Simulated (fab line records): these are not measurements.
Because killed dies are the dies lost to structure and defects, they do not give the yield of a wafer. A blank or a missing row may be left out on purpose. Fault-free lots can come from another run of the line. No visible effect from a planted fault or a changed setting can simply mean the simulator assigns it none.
Chamber matching + flow gf180mcu + GF_V2_CVD_02 on pecvd-01: 3 sister chambers
The step deposits SiO2 from TEOS, target thk 850 nm, time 94.851 s. 16 wafers are shown with their chamber, then 8 later ones without.

== EACH WAFER AND ITS CHAMBER ==
| wafer  | chamber | heater-power-w (W) |
|--------|---------|--------------------|
| L074.2 | 2       | 597                |
| L074.3 | 0       | 673                |
| L074.5 | 0       | 703                |
| L082.1 | 2       | 626                |
| L082.3 | 1       | 583                |
| L082.4 | 0       | 657                |
| L083.1 | 1       | 608                |
| L083.4 | 1       | 613                |
| L083.5 | 2       | 622                |
| L084.1 | 1       | 577                |
| L084.3 | 2       | 552                |
| L084.4 | 1       | 608                |
| L087.1 | 2       | 601                |
| L087.3 | 0       | 674                |
| L087.4 | 2       | 500                |
| L091.3 | 0       | 707                |

SIGNATURES (means of the wafers above)
| reading        | chamber 0 | chamber 1 | chamber 2 | scatter within a chamber |
|----------------|-----------|-----------|-----------|--------------------------|
| heater-power-w | 682.80    | 597.80    | 583.00    | 33.6                     |
Rule: for each reading, subtract the chamber's mean from the wafer's reading, divide by that reading's scatter and square the result; add these up over the readings and take the root, which gives the wafer's distance from the chamber. The wafer belongs to the nearest chamber; if the next one is less than 2 further off, it can't be placed. The scatter: take each reading less its chamber's mean, square it, sum over the shown wafers, divide by the number of wafers less the number of chambers, and take the root.

== WAFERS WITHOUT THEIR CHAMBER ==
| wafer  | heater-power-w (W) |
|--------|--------------------|
| L091.4 | 630                |
| L091.6 | 569                |
| L095.4 | 498                |
| L095.5 | 553                |
| L095.6 | 560                |
| L096.1 | 701                |
| L096.3 | 509                |
| L096.6 | 552                |

== WHICH CHAMBER EACH WENT THROUGH ==
| wafer  | from the rows above          | in truth |
|--------|------------------------------|----------|
| L091.4 | can't be placed: 1 or 2 or 0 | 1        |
| L091.6 | can't be placed: 2 or 1      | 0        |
| L095.4 | can't be placed: 2 or 1      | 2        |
| L095.5 | can't be placed: 2 or 1      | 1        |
| L095.6 | can't be placed: 2 or 1      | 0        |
| L096.1 | 0                            | 0        |
| L096.3 | can't be placed: 2 or 1      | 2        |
| L096.6 | can't be placed: 2 or 1      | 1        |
Placed correctly: 1 of 8. Cannot be placed on the basis of these rows: 7; the candidates contain the true chamber in 5. 0 placed wrongly.
